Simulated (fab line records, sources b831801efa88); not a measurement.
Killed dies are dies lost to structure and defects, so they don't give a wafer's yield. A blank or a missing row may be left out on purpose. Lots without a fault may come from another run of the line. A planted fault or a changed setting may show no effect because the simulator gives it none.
Which tool did it? | flow gf180mcu | 11 lots, 33 wafers sampled, at 5 steps of a route of 602

WHAT THE GAUGES READ, wafer by wafer
GF_CONTACT_THK_MEAS_01. Usual: CONTACT_CVD_00_THK 299 nm, standard deviation 3.2.
lot  | measured     | on            | CONTACT_CVD_00_THK (nm) | flag
L699 | day 16 05:52 | film_metro-02 | 298 298 297             |
L700 | day 16 16:29 | film_metro-02 | 295 297 294             |
L701 | day 16 20:48 | film_metro-01 | 304 301 301             |
L705 | day 18 02:10 | film_metro-02 | 255 258 255             | OFF
L707 | day 18 20:33 | film_metro-02 | 257 257 254             | OFF
L713 | day 21 05:01 | film_metro-04 | 297 302 301             |
L714 | day 21 13:01 | film_metro-01 | 304 299 303             |
L716 | day 22 12:44 | film_metro-01 | 305 306 299             |
L717 | day 22 16:53 | film_metro-01 | 299 302 298             |
L718 | day 23 04:28 | film_metro-04 | 297 301 298             |
L719 | day 23 13:58 | film_metro-02 | 298 293 298             |

WHICH TOOL RAN EACH LOT (tool, then ch and the chambers of the sampled wafers, then the start)
lot  | GF_PSD_STRIP_10                      | GF_SAB_STRIP_13                      | GF_SALICIDE_SPUTTER_02       | GF_CONTACT_CVD_00
L699 | plasma_asher-04 ch 0,1, day 15 06:50 | plasma_asher-02 ch 1, day 16 05:04   | pvd_sputter-02, day 16 05:17 | hdpcvd-01 ch 0,2, day 16 05:49
L700 | plasma_asher-04 ch 0,1, day 15 17:20 | plasma_asher-03 ch 0,1, day 16 15:42 | pvd_sputter-01, day 16 15:55 | hdpcvd-01 ch 0,1,2, day 16 16:26
L701 | plasma_asher-04 ch 0,1, day 15 21:28 | plasma_asher-02 ch 0,1, day 16 20:03 | pvd_sputter-02, day 16 20:14 | hdpcvd-02 ch 0,1, day 16 20:46
L705 | plasma_asher-04 ch 0,1, day 17 02:59 | plasma_asher-02 ch 0,1, day 18 01:24 | pvd_sputter-03, day 18 01:35 | hdpcvd-02 ch 1,2, day 18 02:07
L707 | plasma_asher-01 ch 0,1, day 17 21:02 | plasma_asher-03 ch 0,1, day 18 19:47 | pvd_sputter-02, day 18 19:59 | hdpcvd-02 ch 1,2, day 18 20:31
L713 | plasma_asher-01 ch 0,1, day 20 03:23 | plasma_asher-04 ch 0,1, day 21 04:15 | pvd_sputter-03, day 21 04:26 | hdpcvd-01 ch 0,2, day 21 04:58
L714 | plasma_asher-03 ch 0,1, day 20 11:24 | plasma_asher-02 ch 0,1, day 21 12:17 | pvd_sputter-01, day 21 12:26 | hdpcvd-01 ch 1,2, day 21 12:58
L716 | plasma_asher-03 ch 1, day 21 11:47   | plasma_asher-03 ch 0,1, day 22 11:58 | pvd_sputter-02, day 22 12:08 | hdpcvd-02 ch 1,2, day 22 12:41
L717 | plasma_asher-01 ch 0,1, day 21 15:53 | plasma_asher-03 ch 0,1, day 22 16:08 | pvd_sputter-03, day 22 16:17 | hdpcvd-02 ch 0,1,2, day 22 16:49
L718 | plasma_asher-01 ch 0,1, day 22 03:59 | plasma_asher-02 ch 0, day 23 03:40   | pvd_sputter-03, day 23 03:50 | hdpcvd-02 ch 1,2, day 23 04:25
L719 | plasma_asher-01 ch 0,1, day 22 13:55 | plasma_asher-02 ch 0,1, day 23 13:14 | pvd_sputter-01, day 23 13:23 | hdpcvd-02 ch 0,2, day 23 13:55
- GF_PSD_STRIP_10: strips in O2/N2.
- GF_SAB_STRIP_13: strips in O2/N2.
- GF_SALICIDE_SPUTTER_02: material Co, target thk 10 nm, time 20 s.
- GF_CONTACT_CVD_00: deposits SiO2, target thk 300 nm, time 50 s.

WHAT THE TOOLS THEMSELVES READ (means of the sampled wafers that have a number; where no wafer has one, the mark that the record gives instead)
GF_PSD_STRIP_10. Usual: drypump_motor_current_A 5.9 A, standard deviation 0.45; heater_power_w 334 W, standard deviation 15; oes_product_au 0.592 a.u., standard deviation 0.0048; strip_time_to_endpoint_s 16.54 s, standard deviation 0.035.
lot  | tool            | drypump_motor_current_A (A) | heater_power_w (W) | oes_product_au (a.u.) | strip_time_to_endpoint_s (s) | flag
L699 | plasma_asher-04 | 5.7                         | 346                | 0.589                 | 16.51                        |
L700 | plasma_asher-04 | 6.0                         | 348                | 0.594                 | 16.53                        |
L701 | plasma_asher-04 | 6.0                         | 354                | 0.595                 | 16.53                        |
L705 | plasma_asher-04 | 6.0                         | 351                | 0.593                 | 16.56                        |
L707 | plasma_asher-01 | 6.1                         | 334                | 0.597                 | 16.57                        |
L713 | plasma_asher-01 | 5.9                         | 320                | 0.591                 | 16.56                        |
L714 | plasma_asher-03 | 6.1                         | 332                | 0.596                 | 16.54                        |
L716 | plasma_asher-03 | 6.4                         | 346                | 0.596                 | 16.53                        |
L717 | plasma_asher-01 | 6.1                         | 318                | 0.588                 | 16.50                        |
L718 | plasma_asher-01 | 6.1                         | 320                | 0.590                 | 16.52                        |
L719 | plasma_asher-01 | 5.9                         | 319                | 0.593                 | 16.61                        |

GF_SAB_STRIP_13. Usual: drypump_motor_current_A 6.2 A, standard deviation 0.51; heater_power_w 337 W, standard deviation 18; oes_product_au 0.709 a.u., standard deviation 0.0048; strip_time_to_endpoint_s 12.62 s, standard deviation 0.032.
lot  | tool            | drypump_motor_current_A (A) | heater_power_w (W) | oes_product_au (a.u.) | strip_time_to_endpoint_s (s) | flag
L699 | plasma_asher-02 | 6.3                         | 356                | 0.713                 | 12.68                        |
L700 | plasma_asher-03 | 5.7                         | 328                | 0.712                 | 12.61                        |
L701 | plasma_asher-02 | 6.4                         | 343                | 0.710                 | 12.59                        |
L705 | plasma_asher-02 | 6.6                         | 334                | 0.709                 | 12.57                        |
L707 | plasma_asher-03 | 5.7                         | 329                | 0.710                 | 12.61                        |
L713 | plasma_asher-04 | 6.0                         | 351                | 0.709                 | 12.61                        |
L714 | plasma_asher-02 | 6.4                         | 340                | 0.706                 | 12.59                        |
L716 | plasma_asher-03 | 5.7                         | 328                | 0.713                 | 12.66                        |
L717 | plasma_asher-03 | 6.1                         | 337                | 0.705                 | 12.66                        |
L718 | plasma_asher-02 | 6.7                         | 319                | 0.708                 | 12.67                        |
L719 | plasma_asher-02 | 6.5                         | 331                | 0.716                 | 12.60                        |

GF_SALICIDE_SPUTTER_02. Usual: throttle_valve_pct 30.3 %, standard deviation 1.1.
lot  | tool           | throttle_valve_pct (%) | flag
L699 | pvd_sputter-02 | 29.6                   |
L700 | pvd_sputter-01 | 31.4                   |
L701 | pvd_sputter-02 | 29.3                   |
L705 | pvd_sputter-03 | 31.6                   |
L707 | pvd_sputter-02 | 29.7                   |
L713 | pvd_sputter-03 | 30.6                   |
L714 | pvd_sputter-01 | 31.1                   |
L716 | pvd_sputter-02 | 29.5                   |
L717 | pvd_sputter-03 | 30.8                   |
L718 | pvd_sputter-03 | 29.7                   |
L719 | pvd_sputter-01 | 30.5                   |

GF_CONTACT_CVD_00. Usual: sih4_flow_sccm 60.04 sccm, standard deviation 0.18; susceptor_temp_C 399.98 C, standard deviation 0.22.
lot  | tool      | sih4_flow_sccm (sccm) | susceptor_temp_C (C) | flag
L699 | hdpcvd-01 | 59.88                 | 400.04               |
L700 | hdpcvd-01 | 60.04                 | 400.18               |
L701 | hdpcvd-02 | 59.90                 | 400.14               |
L705 | hdpcvd-02 | 50.92                 | 399.99               | OFF
L707 | hdpcvd-02 | 51.26                 | 399.78               | OFF
L713 | hdpcvd-01 | 59.94                 | 399.93               |
L714 | hdpcvd-01 | 60.11                 | 399.99               |
L716 | hdpcvd-02 | 60.15                 | 399.90               |
L717 | hdpcvd-02 | 60.05                 | 400.20               |
L718 | hdpcvd-02 | 60.00                 | 399.86               |
L719 | hdpcvd-02 | 60.07                 | 399.98               |

THE ANSWER, worked out from the rows above alone
Rule: a lot is off if the mean of its wafers that have a number lies more than 3 standard deviations from the usual mean. A lot without any number at a reading at which 4 lots or more have one is off too. The other lots that the step has rows for count as sound. The gauges are gone through in route order, then the tools' own readings, and for those a lot's mean is taken as printed above. The first step at which some lot is off is used, and at that step the reading that is off furthest; a lot without a number counts as furthest.
Off: L705, L707, at GF_CONTACT_THK_MEAS_01 (CONTACT_CVD_00_THK).
A tool fits if, at a process step before that reading, it ran every lot that is off, and no sound lot after the first of them. The gauges at GF_CONTACT_THK_MEAS_01 aren't tried: what is off there is off at GF_CONTACT_CVD_00 too, on other tools, and a gauge's error can't cause that. None of those tried fits.

WHAT THE SIMULATOR HAD PUT IN
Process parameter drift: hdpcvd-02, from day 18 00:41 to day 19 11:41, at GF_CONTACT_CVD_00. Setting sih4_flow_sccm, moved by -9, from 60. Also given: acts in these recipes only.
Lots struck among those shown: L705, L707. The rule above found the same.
